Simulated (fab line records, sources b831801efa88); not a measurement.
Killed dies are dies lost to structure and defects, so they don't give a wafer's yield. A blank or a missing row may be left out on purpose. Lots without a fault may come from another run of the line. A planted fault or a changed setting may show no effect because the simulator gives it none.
fab line records | flow sky130
record lots=6 wafers=18 last_day=51
route steps=708 shown POLY_GATE@217 PAD_OPEN@708
lots that met no fault: from a run of the same line without faults
start_h: hours from the record's first day to the start of the lot's first wafer shown | wait_h: hours since the lot's step before | " the same as in the row above | L1.1+2: a row that stands for several wafers | - no value, or no start given | * or withheld: withheld | < > ~ a bound
route shown NAME@n: a module of which the file shows steps, and the number in the route of the first | usual: mean/standard deviation of fault-free wafers | same: alike in all rows | chamber/n: place in a boat | sites: the reading at each site | _std_site: their standard deviation | _edge_site: outer sites' mean less inner sites' | radius_mm: how far each site lies from the wafer's centre | mask NAME#n: copy n | behind: the tool/chamber that last shaped the wafer | hold: why the lot was held/for how many hours/how that ended | device: the transistor (n, p or np) that didn't switch | end of line: the same wafers' tests at the end of the route | a step without rows: its recipe alone | killed: dies lost to structure and defects at the first sort, not the wafer's yield | map: a wafer's dies, x killed, . not, _ none there
set.NAME: the setting as run; set.NAME@STEP: as run at that earlier step | model.NAME: the simulator's own value behind a step, which no gauge read
lots at some steps of the route; a table a step, a row a wafer
services: from which hour (start_h, from the record's first day; less than 0 if before it) a tool's chamber was out of use, for how many hours, and why
## steps
# step SKY_POLY_GATE_CVD_03
# recipe material=Si3N4 precursor=DCS/NH3 target_thk_nm=75 temp_c=770 time_s=1290 pressure_mtorr=250
# step SKY_POLY_GATE_THK_MEAS_04
# recipe reads=Si3N4_of_POLY_GATE_CVD_03
# usual POLY_GATE_CVD_03_THK=74.7/0.61
# columns lot.wafer tool chamber start_h wait_h POLY_GATE_CVD_03_THK[nm]
L474.3 film_metro-03 - 422.15 0.0 74.4
L474.4 " - " " 74.9
L474.5 " - " " 74.2
L475.1 film_metro-01 - 435.33 0.0 74.0
L475.4 " - " " 74.0
L475.5 " - " " 73.8
L476.3 film_metro-02 - 442.96 0.0 74.6
L476.5 " - " " 74.6
L476.6 " - " " 74.4
L482.3 film_metro-02 - 488.76 0.0 74.1
L482.4 " - " " 74.6
L482.5 " - " " 74.5
L488.3 film_metro-03 - 540.12 0.0 73.6
L488.4 " - " " 74.2
L488.5 " - " " 74.3
L489.1 film_metro-03 - 552.02 0.0 74.5
L489.4 " - " " 74.6
L489.6 " - " " 75.3
# step SKY_POLY_GATE_DEHYDRATE_05
# recipe temp_c=200 time_s=60
# step SKY_POLY_GATE_HMDS_06
# recipe prime_time_s=60 prime_temp_c=120
# step SKY_POLY_GATE_COAT_07
# recipe resist=BARC temp_c=withheld time_s=withheld spin_rpm=3000 resist_thk_nm=110
# step SKY_POLY_GATE_COAT_08
# recipe resist=KrF-thick spin_rpm=3000 resist_thk_nm=450
# step SKY_POLY_GATE_SOFTBAKE_09
# recipe temp_c=100 time_s=90 resist=KrF-thick
# step SKY_POLY_GATE_EXPOSE_10
# recipe mask_id=P1M na=0.68 source_shape=conventional sigma_outer=0.6 target_cd_nm=150 dose_mj=28
# step SKY_POLY_GATE_PEB_11
# recipe peb_temp_c=withheld peb_time_s=withheld resist=KrF-thick
# step SKY_POLY_GATE_DEVELOP_12
# recipe develop_time_s=60 resist=KrF-thick dev_temp_c=21
# step SKY_POLY_GATE_CD_MEAS_13
# recipe target_cd_nm=150
# usual cd_nm=150.3/1.5
# columns lot.wafer tool chamber start_h wait_h cd_nm
L474.3 cd_sem-01 - 452.35 - 148.2
L474.4 " - " " 147.9
L474.5 " - " " 147.6
L475.1 cd_sem-01 - 466.63 - 151.7
L475.4 " - " " 150.0
L475.5 " - " " 150.6
L476.3 cd_sem-02 - 473.31 - 148.3
L476.5 " - " " 149.5
L476.6 " - " " 149.3
L482.3 cd_sem-01 - 519.50 - 150.9
L482.4 " - " " 152.4
L482.5 " - " " 150.8
L488.3 cd_sem-01 - 570.05 - 151.8
L488.4 " - " " 151.2
L488.5 " - " " 151.8
L489.1 cd_sem-01 - 581.31 - 149.5
L489.4 " - " " 149.6
L489.6 " - " " 148.4
# step SKY_POLY_GATE_OVL_MEAS_14
# usual POLY_GATE_OVL=-2/4.7
# columns lot.wafer tool chamber start_h wait_h POLY_GATE_OVL[nm]
L474.3 overlay-01 - 452.44 0.1 -1
L474.4 " - " " -5
L474.5 " - " " 0
L475.1 overlay-02 - 466.75 0.1 0
L475.4 " - " " -1
L475.5 " - " " -2
L476.3 overlay-02 - 473.40 0.1 2
L476.5 " - " " 7
L476.6 " - " " -1
L482.3 overlay-01 - 519.59 0.1 -8
L482.4 " - " " -5
L482.5 " - " " -7
L488.3 overlay-02 - 570.14 0.1 4
L488.4 " - " " -5
L488.5 " - " " -5
L489.1 overlay-01 - 581.43 0.1 1
L489.4 " - " " 0
L489.6 " - " " 8
# step SKY_POLY_GATE_ETCH_15
# recipe chemistry=N2/H2 target=BARC ion_energy_ev=200 source_w=500 bias_w=100 pressure_mtorr=30 n2_flow_sccm=100 h2_flow_sccm=200 stop_on=SiO2 time_s=118.5 target_depth_a=1100
# usual chamber_pressure_mTorr=30.002/0.027 drypump_motor_current_A=5.8/0.57 oes_product_au=0.717/0.0048 rf_fwd_power_W=497.5/1.9 throttle_valve_pct=13.213/0.0093
# columns lot.wafer tool chamber start_h wait_h chamber_pressure_mTorr drypump_motor_current_A oes_product_au rf_fwd_power_W rf_hours_counter_h throttle_valve_pct model.KrF-thick_of_POLY_GATE_COAT_08.thk_nm
L474.3 rie_diel-01 3 452.46 0.0 30.017 5.4 0.720 496.7 3 13.198 345.5
L474.4 " 2 " " 29.963 5.7 0.718 498.6 83 13.206 348.8
L474.5 " 2 " " 29.989 5.7 0.715 500.6 - 13.234 347
L475.1 rie_diel-01 3 466.79 0.0 35.991 5.4 0.720 494.7 3 13.208 344.8
L475.4 " 2 " " 30.000 5.7 0.712 499.4 83 13.215 346.6
L475.5 " 2 " " 29.990 5.7 0.718 500.3 - 13.214 346.5
L476.3 rie_diel-01 0 473.42 0.0 30.002 6.4 0.712 496.1 6 13.217 345.5
L476.5 " 0 " " 30.031 6.4 0.715 498.2 - 13.189 344.2
L476.6 " 3 " " 35.926 5.4 0.728 496.2 - 13.219 339.8
L482.3 rie_diel-03 2 519.61 0.0 29.975 6.7 0.717 499.9 14 13.218 344.7
L482.4 " 1 " " 30.013 6.6 0.728 500.0 2 13.209 345.1
L482.5 " 2 " " 29.970 6.7 0.721 497.2 - 13.206 343.6
L488.3 rie_diel-01 1 570.16 0.0 30.006 5.7 0.722 499.5 4 13.216 342.4
L488.4 " 1 " " 30.023 5.7 0.721 496.4 - 13.213 342.6
L488.5 " 0 " " 30.016 6.4 0.716 495.5 - 13.212 345.3
L489.1 rie_diel-03 3 581.46 0.0 30.013 5.1 0.719 496.9 5 13.208 343.9
L489.4 " 1 " " 30.001 6.5 0.715 496.8 3 13.221 344.8
L489.6 " 0 " " 30.031 5.3 0.720 492.7 - 13.193 343.3
# step SKY_POLY_GATE_ETCH_16
# recipe stop_on=poly-Si chemistry=CH3F/O2 target=Si3N4 source_w=400 bias_w=80 pressure_mtorr=25 ch3f_flow_sccm=40 O2_flow_sccm=30 time_s=147.5 target_depth_a=750
# usual chamber_pressure_mTorr=24.998/0.022 drypump_motor_current_A=5.8/0.56 oes_product_au=0.639/0.0053 rf_fwd_power_W=398.2/1.2 throttle_valve_pct=10.535/0.0093
# columns lot.wafer tool chamber start_h wait_h chamber_pressure_mTorr drypump_motor_current_A oes_product_au rf_fwd_power_W rf_hours_counter_h throttle_valve_pct
L474.3 rie_diel-01 3 452.55 0.0 24.955 5.4 0.638 399.3 3 10.539
L474.4 " 2 " " 24.975 5.7 0.645 399.2 83 10.529
L474.5 " 2 " " 25.023 5.7 0.637 397.3 - 10.530
L475.1 rie_diel-01 3 466.87 0.0 25.028 5.4 0.634 399.0 3 10.527
L475.4 " 2 " " 24.997 5.7 0.640 397.5 83 10.554
L475.5 " 2 " " 24.996 5.7 0.632 398.0 - 10.536
L476.3 rie_diel-01 0 473.50 0.0 25.016 6.4 0.640 398.6 6 10.536
L476.5 " 0 " " 24.976 6.4 0.642 397.5 - 10.530
L476.6 " 3 " " 24.957 5.4 0.640 398.0 - 10.549
L482.3 rie_diel-03 2 519.69 0.0 24.998 6.7 0.635 398.5 14 10.548
L482.4 " 1 " " 24.997 6.5 0.644 398.6 2 10.536
L482.5 " 2 " " 24.992 6.7 0.635 397.8 - 10.538
L488.3 rie_diel-01 1 570.24 0.0 25.006 5.7 0.632 396.2 4 10.527
L488.4 " 1 " " 25.011 5.7 0.628 397.7 - 10.530
L488.5 " 0 " " 25.033 6.4 0.647 400.4 - 10.524
L489.1 rie_diel-03 3 581.54 0.0 24.986 5.2 0.638 398.4 6 10.528
L489.4 " 1 " " 24.980 6.5 0.639 398.2 3 10.537
L489.6 " 0 " " 24.945 5.2 0.636 397.3 - 10.527
# step SKY_PAD_OPEN_PROBE_99
# usual killed_at_M0_to_M3=44/6.9 killed_at_M4_up=3.1/1.7 killed_at_contacts=25/5.6 killed_at_front_end=14/4.3 killed_at_other=0.3/0.51 killed_dies=86/9.8 killed_open=47/6.5 killed_short=39/6.6
# same gross_dies=492 killed_at_back_side=0
# columns lot.wafer tool chamber start_h wait_h killed_at_M0_to_M3 killed_at_M4_up killed_at_contacts killed_at_front_end killed_at_other killed_dies killed_open killed_short
L474.3 prober-02 - 1140.82 0.2 48 4 21 18 0 91 52 39
L474.4 prober-02 - 1140.87 0.2 41 3 24 15 0 83 43 40
L474.5 prober-02 - 1140.92 0.2 42 5 17 11 0 75 37 38
L482.3 prober-02 - 1181.87 0.2 43 2 34 13 0 92 52 40
L482.4 prober-02 - 1181.92 0.2 45 6 22 16 0 89 45 44
L482.5 prober-02 - 1181.97 0.2 47 6 16 13 0 82 42 40
L488.3 prober-01 - 1210.04 0.2 48 0 28 12 0 88 53 35
L488.4 prober-01 - 1210.09 0.2 34 4 23 19 0 80 45 35
L488.5 prober-01 - 1210.14 0.2 52 2 22 7 1 84 54 30
L489.1 prober-02 - 1214.53 0.1 51 3 31 20 0 105 56 49
L489.4 prober-02 - 1214.68 0.2 47 4 47 15 0 113 64 49
L489.6 prober-02 - 1214.78 0.2 45 1 26 12 1 85 46 39
# killed by level:class
L474.3 VIA1:geometric_particle:open=11 VIA2:geometric_particle:open=11 LI_CONTACT:geometric_particle:open=10 VIA3:geometric_particle:open=7 POLY_GATE:geometric_particle:open=6 VIA1:geometric_particle:short=5 FIELD_ISO:geometric_particle:short=4 METAL4:geometric_particle:short=4
L474.4 VIA1:geometric_particle:open=11 CONTACT:geometric_particle:open=10 FIELD_ISO:geometric_particle:short=6 LI_CONTACT:geometric_particle:open=6 VIA3:geometric_particle:open=6 METAL2:geometric_particle:short=5 VIA1:geometric_particle:short=4 CONTACT:geometric_particle:short=4
L474.5 VIA1:geometric_particle:open=11 CONTACT:geometric_particle:open=6 FIELD_ISO:geometric_particle:short=5 VIA2:geometric_particle:open=5 METAL3:geometric_particle:short=5 METAL4:geometric_particle:short=4 VIA1:geometric_particle:short=4 POLY_GATE:geometric_particle:open=3
L482.3 CONTACT:geometric_particle:open=14 VIA1:geometric_particle:open=10 VIA2:geometric_particle:open=9 LI_CONTACT:geometric_particle:short=6 LOCAL_INTERCONNECT:geometric_particle:short=5 METAL2:geometric_particle:short=5 VIA3:geometric_particle:open=4 CONTACT:geometric_particle:short=4
L482.4 VIA1:geometric_particle:open=10 FIELD_ISO:geometric_particle:open=7 VIA1:geometric_particle:short=7 CONTACT:geometric_particle:open=6 POLY_GATE:geometric_particle:short=5 LI_CONTACT:geometric_particle:open=5 METAL1:geometric_particle:short=5 VIA2:geometric_particle:short=5
L482.5 VIA1:geometric_particle:open=10 VIA2:geometric_particle:open=6 VIA3:geometric_particle:open=6 METAL4:geometric_particle:short=6 CONTACT:geometric_particle:short=5 METAL1:geometric_particle:short=5 METAL2:geometric_particle:short=5 METAL3:geometric_particle:short=5
L488.3 CONTACT:geometric_particle:open=13 VIA1:geometric_particle:open=13 LI_CONTACT:geometric_particle:open=9 METAL1:geometric_particle:short=7 VIA1:geometric_particle:short=6 VIA3:geometric_particle:open=6 LOCAL_INTERCONNECT:geometric_particle:short=4 VIA2:geometric_particle:open=4
L488.4 CONTACT:geometric_particle:open=10 VIA1:geometric_particle:open=6 METAL1:geometric_particle:short=6 VIA1:geometric_particle:short=6 VIA2:geometric_particle:open=6 FIELD_ISO:geometric_particle:short=5 LI_CONTACT:geometric_particle:open=5 POLY_GATE:geometric_particle:short=4
L488.5 VIA1:geometric_particle:open=14 VIA3:geometric_particle:open=10 LI_CONTACT:geometric_particle:open=9 VIA2:geometric_particle:open=8 CONTACT:geometric_particle:open=5 METAL1:geometric_particle:short=5 VIA1:geometric_particle:short=5 FIELD_ISO:geometric_particle:short=4
L489.1 VIA3:geometric_particle:open=15 CONTACT:geometric_particle:open=9 METAL1:geometric_particle:short=8 LI_CONTACT:geometric_particle:open=8 FIELD_ISO:geometric_particle:short=7 CONTACT:geometric_particle:short=7 VIA1:geometric_particle:open=7 METAL2:geometric_particle:short=5
L489.4 VIA1:geometric_particle:open=15 CONTACT:geometric_particle:open=14 LOCAL_INTERCONNECT:geometric_particle:short=11 LI_CONTACT:geometric_particle:open=10 FIELD_ISO:geometric_particle:open=8 VIA3:geometric_particle:open=8 CONTACT:geometric_particle:short=6 LI_CONTACT:geometric_particle:short=5
L489.6 METAL1:geometric_particle:short=12 LI_CONTACT:geometric_particle:open=11 VIA1:geometric_particle:open=10 CONTACT:geometric_particle:open=8 VIA3:geometric_particle:open=8 FIELD_ISO:geometric_particle:short=7 CONTACT:geometric_particle:short=5 FIELD_ISO:geometric_particle:open=4
## services
# columns tool chamber start_h hours kind
rie_diel-01 2 431.79 2.5 repair
rie_diel-01 3 437.32 3.1 repair
rie_diel-01 - 453.17 0.2 repair
rie_diel-03 3 458.60 1.3 repair
rie_diel-03 - 469.85 0.1 repair
rie_diel-03 1 504.86 14.1 repair
rie_diel-03 2 509.66 6.0 repair
rie_diel-01 - 515.26 0.2 repair
rie_diel-01 2 545.31 - clean
rie_diel-01 2 545.31 26.1 scheduled_down
rie_diel-01 2 545.31 26.1 vent_cycle
## key
first_sign step=SKY_POLY_GATE_ETCH_15 reading=chamber_pressure_mTorr direction=up sigmas=99+ usual=30.002 struck=35.958
effect none on later readings
model_effect step=SKY_POLY_GATE_ETCH_15 value=KrF-thick_of_POLY_GATE_COAT_08.thk_nm without=344.7 struck=342.3
met_at SKY_POLY_GATE_ETCH_15
struck_wafers L475.1,L476.6
tester_left_out L475,L476
onset_between 452.46 466.79
fault kind=process_parameter_drift tool=rie_diel-01 chamber=3 onset_h=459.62 steps=SKY_POLY_GATE_ETCH_15 channel=pressure_mtorr offset=6 shape=step end_h=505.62 acts_in=these_recipes_only stated=30
# tester_left_out: of these lots the tester's yield and bins aren't shown, on N5 and GAA mostly nor the transistor test; their killed dies are dies lost to structure and defects alone, not to doping, threshold or leakage, so they don't give the yield
